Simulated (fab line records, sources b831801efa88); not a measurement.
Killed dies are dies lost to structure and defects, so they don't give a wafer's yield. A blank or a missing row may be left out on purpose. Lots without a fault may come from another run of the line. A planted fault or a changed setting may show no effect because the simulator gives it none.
fab line records | flow sky130
record lots=13 wafers=39 last_day=50
route steps=708 shown POLY_GATE@232 LDD_P@263 LDD_HVN@271 LDD_LDN@301
lots that met no fault: from a run of the same line without faults
start_h: hours from the record's first day to the start of the lot's first wafer shown | wait_h: hours since the lot's step before | " the same as in the row above | L1.1+2: a row that stands for several wafers | - no value, or no start given | * or withheld: withheld | < > ~ a bound
route shown NAME@n: a module of which the file shows steps, and the number in the route of the first | usual: mean/standard deviation of fault-free wafers | same: alike in all rows | chamber/n: place in a boat | sites: the reading at each site | _std_site: their standard deviation | _edge_site: outer sites' mean less inner sites' | radius_mm: how far each site lies from the wafer's centre | mask NAME#n: copy n | behind: the tool/chamber that last shaped the wafer | hold: why the lot was held/for how many hours/how that ended | device: the transistor (n, p or np) that didn't switch | end of line: the same wafers' tests at the end of the route | a step without rows: its recipe alone | killed: dies lost to structure and defects at the first sort, not the wafer's yield | map: a wafer's dies, x killed, . not, _ none there
set.NAME: the setting as run; set.NAME@STEP: as run at that earlier step | model.NAME: the simulator's own value behind a step, which no gauge read
steps of the route over a sample of lots; a table a step, a row a wafer
services: from which hour (start_h, from the record's first day; less than 0 if before it) a tool's chamber was out of use, for how many hours, and why
## steps
# step SKY_POLY_GATE_STRIP_18
# recipe chemistry=O2/N2 power_w=1400 pressure_mtorr=1500 platen_temp_c=withheld o2_flow_sccm=3000 n2_flow_sccm=300 overash_fraction=0.5
# usual drypump_motor_current_A=5.6/0.59 oes_product_au=0.361/0.005 strip_time_to_endpoint_s=3.17/0.038
# columns lot.wafer tool chamber start_h wait_h drypump_motor_current_A oes_product_au rf_hours_counter_h strip_time_to_endpoint_s
L802.2 plasma_asher-01 0 372.84 0.0 6.4 0.361 66 3.17
L802.4 " 0 " " 6.4 0.355 - 3.18
L802.5 " 1 " " 5.0 0.360 - 3.17
L804.2 plasma_asher-01 1 383.57 0.0 5.0 0.358 68 3.11
L804.4 " 1 " " 5.0 0.359 - 3.25
L804.5 " 0 " " 6.4 0.363 - 3.14
L805.2 plasma_asher-02 1 390.59 0.0 5.4 0.363 71 3.24
L805.3 " 0 " " 6.3 0.363 - 3.17
L805.5 " 1 " " 5.4 0.361 - 3.11
L806.2 plasma_asher-04 1 402.28 0.0 5.0 0.355 60 3.20
L806.4 " 0 " " 5.9 0.355 - 3.12
L806.6 " 1 " " 5.0 0.355 - 3.16
L807.1 plasma_asher-02 0 405.11 0.0 6.3 0.362 72 3.22
L807.3 " 1 " " 5.4 0.365 - 3.21
L807.6 " 0 " " 6.3 0.358 - 3.20
L810.1 plasma_asher-01 0 452.48 0.0 6.4 0.354 74 3.13
L810.4 " 1 " " 5.0 0.360 - 3.16
L810.6 " 0 " " 6.4 0.358 - 3.14
L812.2 plasma_asher-01 1 480.77 0.0 5.0 0.370 78 3.20
L812.5 " 0 " " 6.4 0.357 - 3.09
L812.6 " 1 " " 5.0 0.362 - 3.18
L813.1 plasma_asher-01 0 482.12 0.0 6.4 0.367 78 3.15
L813.2 " 1 " " 5.0 0.362 78 3.18
L813.6 " 0 " " 6.4 0.366 - 3.21
L815.2 plasma_asher-04 0 504.73 0.0 5.9 0.360 70 3.14
L815.4 " 1 " " 5.0 0.363 - 3.18
L815.5 " 1 " " 5.0 0.360 - 3.16
L817.1 plasma_asher-04 1 516.82 0.0 5.0 0.368 72 3.22
L817.2 " 0 " " 5.9 0.362 72 3.16
L817.6 " 1 " " 5.0 0.363 - 3.19
L820.3 plasma_asher-01 0 546.37 0.1 6.4 0.370 - 3.26
L820.4 " 1 " " 5.0 0.365 - 3.16
L820.5 " 1 " " 5.0 0.361 - 3.14
L823.3 plasma_asher-01 1 558.47 0.1 5.0 0.357 - 3.12
L823.4 " 0 " " 6.3 0.361 - 3.14
L823.5 " 0 " " 6.4 0.353 - 3.14
L825.1 plasma_asher-01 0 568.84 0.0 6.4 0.362 87 3.18
L825.3 " 1 " " 5.0 0.356 - 3.18
L825.5 " 0 " " 6.4 0.351 - 3.17
# step SKY_LDD_P_OVL_MEAS_08
# usual LDD_P_OVL=-0.3/1.2
# columns lot.wafer tool chamber start_h wait_h LDD_P_OVL[nm]
L802.2 overlay-01 - 438.08 0.1 0.8
L802.4 " - " " 0.5
L802.5 " - " " -0.5
L804.2 overlay-01 - 450.26 0.1 -0.8
L804.4 " - " " -0.4
L804.5 " - " " -1.6
L805.2 overlay-01 - 458.38 0.1 1.3
L805.3 " - " " 2.6
L805.5 " - " " 2.4
L806.2 overlay-01 - 471.50 0.1 -1.6
L806.4 " - " " -0.8
L806.6 " - " " -1.2
L807.1 overlay-01 - 471.85 0.1 -0.5
L807.3 " - " " -1.5
L807.6 " - " " -0.5
L810.1 overlay-02 - 517.60 0.1 -0.3
L810.4 " - " " 0.1
L810.6 " - " " -0.3
L812.2 overlay-02 - 547.15 0.1 -1.4
L812.5 " - " " 0.0
L812.6 " - " " -1.0
L813.1 overlay-01 - 547.80 0.1 -1.2
L813.2 " - " " -1.8
L813.6 " - " " 0.7
L815.2 overlay-01 - 568.80 0.1 -1.6
L815.4 " - " " -2.0
L815.5 " - " " -0.6
L817.1 overlay-02 - 579.18 0.1 -2.6
L817.2 " - " " -0.8
L817.6 " - " " -1.0
L820.3 overlay-02 - 608.86 0.1 -0.3
L820.4 " - " " -0.1
L820.5 " - " " 0.8
L823.3 overlay-02 - 620.11 0.1 -1.5
L823.4 " - " " 0.2
L823.5 " - " " 0.1
L825.1 overlay-02 - 630.35 0.1 1.1
L825.3 " - " " -0.1
L825.5 " - " " 1.2
# step SKY_LDD_HVN_EXPOSE_04
# recipe mask_id=HVNTM na=0.6 source_shape=conventional sigma_outer=0.6 polarization=unpolarized target_cd_nm=700 dose_mj=127
# columns lot.wafer tool chamber start_h wait_h mask
L802.2+4+5 iline_stepper-01 0 453.48 - HVNTM#0
L804.2+4+5 iline_stepper-02 0 465.43 - HVNTM#0
L805.2+3+5 iline_stepper-02 0 473.44 - HVNTM#0
L806.2+4+6 iline_stepper-02 0 487.03 - HVNTM#0
L807.1+3+6 iline_stepper-01 0 487.25 - HVNTM#0
L810.1+4+6 iline_stepper-02 0 533.61 - HVNTM#0
L812.2+5+6 iline_stepper-02 0 562.26 - HVNTM#0
L813.1+2+6 iline_stepper-01 0 563.07 - HVNTM#0
L815.2+4+5 iline_stepper-01 0 584.68 - HVNTM#0
L817.1+2+6 iline_stepper-01 0 594.44 - HVNTM#0
L820.3+4+5 iline_stepper-01 0 624.21 - HVNTM#0
L823.3+4+5 iline_stepper-01 0 634.71 - HVNTM#0
L825.1+3+5 iline_stepper-01 0 644.93 - HVNTM#0
# step SKY_LDD_HVN_OVL_MEAS_07
# usual LDD_HVN_OVL=-0.8/1.3
# columns lot.wafer tool chamber start_h wait_h hold LDD_HVN_OVL[nm]
L802.2 overlay-01 - 467.79 0.1 - 0.4
L802.4 " - " " - 0.2
L802.5 " - " " - 1.3
L804.2 overlay-02 - 479.75 0.1 - -1.4
L804.4 " - " " - -2.4
L804.5 " - " " - -1.2
L805.2 overlay-01 - 488.29 0.1 - -0.6
L805.3 " - " " - -0.4
L805.5 " - " " - -2.5
L806.2 overlay-01 - 502.25 0.1 await_dispo/0.2h/release 63.1
L806.4 " - " " await_dispo/0.2h/release 62.6
L806.6 " - " " await_dispo/0.2h/release 62.2
L806.2 overlay-01 - 502.45 0.2 - 63.7
L806.4 " - " " - 63.9
L806.6 " - " " - 63.3
L807.1 overlay-02 - 502.33 0.1 - -0.9
L807.3 " - " " - -1.9
L807.6 " - " " - 0.0
L810.1 overlay-01 - 548.09 0.1 await_dispo/0.2h/release 59.2
L810.4 " - " " await_dispo/0.2h/release 61.9
L810.6 " - " " await_dispo/0.2h/release 59.7
L810.1 overlay-01 - 548.30 0.2 - 60.5
L810.4 " - " " - 62.4
L810.6 " - " " - 60.0
L812.2 overlay-01 - 577.01 0.1 await_dispo/0.2h/release 63.3
L812.5 " - " " await_dispo/0.2h/release 61.7
L812.6 " - " " await_dispo/0.2h/release 61.4
L812.2 overlay-01 - 577.22 0.2 - 63.6
L812.5 " - " " - 62.7
L812.6 " - " " - 62.2
L813.1 overlay-01 - 577.73 0.1 - -1.0
L813.2 " - " " - -0.8
L813.6 " - " " - 0.6
L815.2 overlay-01 - 599.14 0.1 - -1.6
L815.4 " - " " - -1.6
L815.5 " - " " - -1.0
L817.1 overlay-01 - 608.83 0.1 - -3.3
L817.2 " - " " - -2.0
L817.6 " - " " - -2.1
L820.3 overlay-02 - 638.40 0.1 - 1.4
L820.4 " - " " - 2.4
L820.5 " - " " - -0.8
L823.3 overlay-02 - 648.46 0.1 - 0.3
L823.4 " - " " - 0.3
L823.5 " - " " - -0.3
L825.1 overlay-02 - 658.88 0.1 - -0.6
L825.3 " - " " - -1.3
L825.5 " - " " - -2.8
# step SKY_LDD_LDN_STRIP_12
# recipe chemistry=O2/N2 power_w=1400 pressure_mtorr=1500 platen_temp_c=withheld o2_flow_sccm=3000 n2_flow_sccm=300 overash_fraction=0.5
# usual drypump_motor_current_A=5.6/0.48 oes_product_au=0.715/0.0044 strip_time_to_endpoint_s=14.19/0.042
# columns lot.wafer tool chamber start_h wait_h drypump_motor_current_A oes_product_au rf_hours_counter_h strip_time_to_endpoint_s
L802.2 plasma_asher-04 1 528.29 0.1 5.0 0.722 73 14.25
L802.4 " 0 " " 5.9 0.723 - 14.20
L802.5 " 1 " " 5.0 0.724 - 14.21
L804.2 plasma_asher-03 1 540.18 0.1 5.6 0.713 43 14.17
L804.4 " 1 " " 5.7 0.714 - 14.12
L804.5 " 0 " " 5.9 0.710 - 14.23
L805.2 plasma_asher-04 1 549.98 0.1 4.9 0.718 75 14.16
L805.3 " 1 " " 5.0 0.710 - 14.19
L805.5 " 1 " " 5.0 0.717 - 14.18
L807.1 plasma_asher-01 1 563.11 0.1 5.0 0.722 86 14.18
L807.3 " 0 " " 6.4 0.711 - 14.24
L807.6 " 1 " " 5.0 0.722 - 14.22
L813.1 plasma_asher-03 1 635.48 0.1 5.6 0.711 52 14.21
L813.2 " 0 " " 5.9 0.717 52 14.22
L813.6 " 0 " " 5.9 0.714 - 14.15
L815.2 plasma_asher-03 1 658.83 0.1 5.6 0.721 55 14.14
L815.4 " 0 " " 5.9 0.718 - 14.13
L815.5 " 1 " " 5.6 0.717 - 14.18
L817.1 plasma_asher-01 1 667.41 0.1 5.0 0.715 97 14.17
L817.2 " 0 " " 6.4 0.709 97 14.17
L817.6 " 1 " " 5.0 0.709 - 14.19
L820.3 plasma_asher-01 0 695.06 0.1 6.4 0.714 - 14.19
L820.4 " 1 " " 5.0 0.718 - 14.18
L820.5 " 0 " " 6.4 0.725 - 14.16
L823.3 plasma_asher-04 0 704.88 0.1 5.9 0.718 - 14.24
L823.4 " 1 " " 4.9 0.712 - 14.20
L823.5 " 1 " " 4.9 0.717 - 14.20
L825.1 plasma_asher-01 1 716.41 0.2 5.0 0.718 102 14.20
L825.3 " 1 " " 5.0 0.719 - 14.23
L825.5 " 1 " " 5.0 0.714 - 14.21
## services
# columns tool chamber start_h hours kind
iline_stepper-02 - 359.62 1.7 pm
iline_stepper-01 - 393.43 20.8 repair
plasma_asher-02 - 421.25 9.0 pm
plasma_asher-02 0 421.25 9.0 vent_cycle
plasma_asher-02 1 421.25 9.0 vent_cycle
plasma_asher-02 0 430.25 - clean
plasma_asher-02 1 430.25 - clean
iline_stepper-01 - 430.67 1.7 pm
plasma_asher-01 - 440.68 2.9 repair
iline_stepper-01 - 473.70 4.4 pm
plasma_asher-02 - 502.00 13.2 repair
iline_stepper-02 - 563.49 15.2 repair
iline_stepper-01 - 576.84 1.7 repair
iline_stepper-02 - 578.68 1.7 pm
iline_stepper-02 - 586.57 2.1 pm
iline_stepper-02 - 588.65 - consumable_replace:lamp
plasma_asher-03 - 639.03 2.8 pm
iline_stepper-01 - 648.92 1.7 pm
plasma_asher-03 - 691.11 0.6 repair
plasma_asher-02 - 704.44 0.4 repair
plasma_asher-03 - 714.25 14.6 pm
## key
first_sign step=SKY_LDD_HVN_OVL_MEAS_07 reading=visit direction=added
effect step=SKY_LDD_HVN_OVL_MEAS_07 reading=LDD_HVN_OVL direction=up sigmas=48 usual=-0.8 struck=61.7
met_at SKY_LDD_HVN_EXPOSE_04
struck_lots L806,L810,L812
scrapped_behind SKY_LDD_HVN_OVL_MEAS_07 L806.2,L806.4,L806.6,L810.1,L810.4,L810.6,L812.2,L812.5,L812.6
not_acting_at SKY_POLY_GATE_STRIP_18,SKY_LDD_P_OVL_MEAS_08,SKY_LDD_LDN_STRIP_12
onset_between 473.44 487.03
fault kind=scanner_matching_overlay tool=iline_stepper-02 chamber=- onset_h=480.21 steps=SKY_LDD_HVN_EXPOSE_04 offset=63.541
